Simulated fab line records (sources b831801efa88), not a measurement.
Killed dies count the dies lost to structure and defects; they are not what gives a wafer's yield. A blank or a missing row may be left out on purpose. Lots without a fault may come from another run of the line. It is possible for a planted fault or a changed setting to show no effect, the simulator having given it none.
A struck lot beside a sound one    flow sky130    23 steps out of a route of 708
Sound: these wafers, L227.1, L227.2, L227.4. Struck: wafers L232.1, L232.3, L232.5. The cause is given at the end.
Each step with rows lists, per side, the tool, then ch with its chambers, then its first start. Under that, the readings that differ: sound wafers    struck wafers    difference of the means    sigmas: that difference in standard deviations of wafers without a fault.
alike: same words and numbers on both sides, and readings whose means sit less than 2 such deviations apart. not compared: any withheld reading, any reading some wafer has no value for, any bound like >300 that may hide the same value, and any number with overlapping values for which the record gives no deviation.
Wherever a step has rows on one side only, a row that says differs or no value, or a row with sigmas, the two part there. When numbers do not overlap yet have no deviation, they are printed without sigmas and do not part them. A reading missing from all wafers of one side parts the sides only when that side holds two or more wafers.

first, 1 step without rows for these wafers: SKY_POLY_GATE_OXIDATION_20 (stabilise 600 s, purge 300 s, target thk 4 nm).
SKY_POLY_GATE_THK_MEAS_21:
  sound on film metro-03, day 18 00:05; struck on film metro-04, day 19 23:08
  alike: POLY_GATE_OXIDATION_THK
SKY_POLY_GATE_CD_MEAS_22:
  sound on cd sem-01, day 18 00:09; struck on cd sem-01, day 19 23:11
  alike: cd nm
then, 7 steps without rows for these wafers: SKY_LDD_N_DEHYDRATE_00 (time 60 s); SKY_LDD_N_HMDS_01 (prime time 60 s); SKY_LDD_N_COAT_02 (resist thk 300 nm); SKY_LDD_N_SOFTBAKE_03 (time 60 s); SKY_LDD_N_EXPOSE_04 (exposes mask NTM, target cd 840 nm); SKY_LDD_N_PEB_05; SKY_LDD_N_DEVELOP_06 (develop time 60 s).
SKY_LDD_N_OVL_MEAS_07:
  sound on overlay-01, day 19 05:54; struck on overlay-02, day 21 05:51
reading         sound           struck         difference  sigmas
LDD_N_OVL (nm)  -4.0 -4.3 -3.2  -0.3 0.7 -0.3  +3.9        +3
following that, these wafers have no rows for 1 step: SKY_LDD_N_IMPLANT_08.
SKY_LDD_N_IMPLANT_09:
  sound on implanter-04 ch 0, day 19 06:05; struck on implanter-04 ch 0, day 21 06:02
reading             sound                         struck                            difference   sigmas
beam on s (s)       10.03 9.62 9.80               11.50 11.31 11.07                 +1.48        +7
dose ions cm2       7.507e+13 7.506e+13 7.52e+13  1.0649e+14 1.0643e+14 1.0638e+14  +3.1323e+13  +99 or more
faraday current uA  421 441 431                   524 531 544                       +102         +12
then, 6 steps without rows for these wafers: SKY_LDD_N_IMPLANT_10; SKY_LDD_N_IMPLANT_11; SKY_LDD_N_IMPLANT_12; SKY_LDD_N_IMPLANT_13; SKY_LDD_N_IMPLANT_14; SKY_LDD_N_IMPLANT_15.
SKY_LDD_N_STRIP_16: strips in O2/N2.
  sound on plasma asher-04 ch 0,1, day 19 07:08; struck on plasma asher-04 ch 0,1, day 21 07:05
reading                       sound              struck             difference  sigmas
strip time to endpoint s (s)  4.330 4.296 4.334  4.359 4.391 4.374  +0.055      +4
  alike: drypump motor current A, o2 flow sccm, oes product au
  not compared: rf hours counter h
SKY_LDD_N_TW_MEAS_17:
  sound on film metro-04, day 19 07:14; struck on film metro-03, day 21 07:11
reading   sound           struck          difference  sigmas
LDD_N_TW  2588 2581 2583  2640 2645 2644  +59         +4
then, 1 step without rows for these wafers: SKY_LDD_P_DEHYDRATE_00 (time 60 s).
-- a jump in the record: the struck wafers' starts before and after are 27 days apart (it breaks off in module LDD_P and resumes in module PAD_OPEN, where the first step shown is number 708 of the route) --
SKY_PAD_OPEN_PROBE_99:
  sound on prober-01, day 46 21:10; struck on prober-02, day 48 14:02
reading                      sound            struck             difference  sigmas
model.etest.tip n.rs ohm sq  443.4 446 441.5  412.4 414.4 413.3  -30.3       
  alike: killed_at_M0_to_M3, killed_at_M4_up, killed at contacts, killed at front end, killed at other, killed dies, killed open, killed short

== WHERE THEY PART ==
First at SKY_LDD_N_OVL_MEAS_07; last, within this record, at SKY_LDD_N_TW_MEAS_17. Later steps at which nothing parts them and some readings are alike: SKY_PAD_OPEN_PROBE_99.

WHY: what the simulator had put in
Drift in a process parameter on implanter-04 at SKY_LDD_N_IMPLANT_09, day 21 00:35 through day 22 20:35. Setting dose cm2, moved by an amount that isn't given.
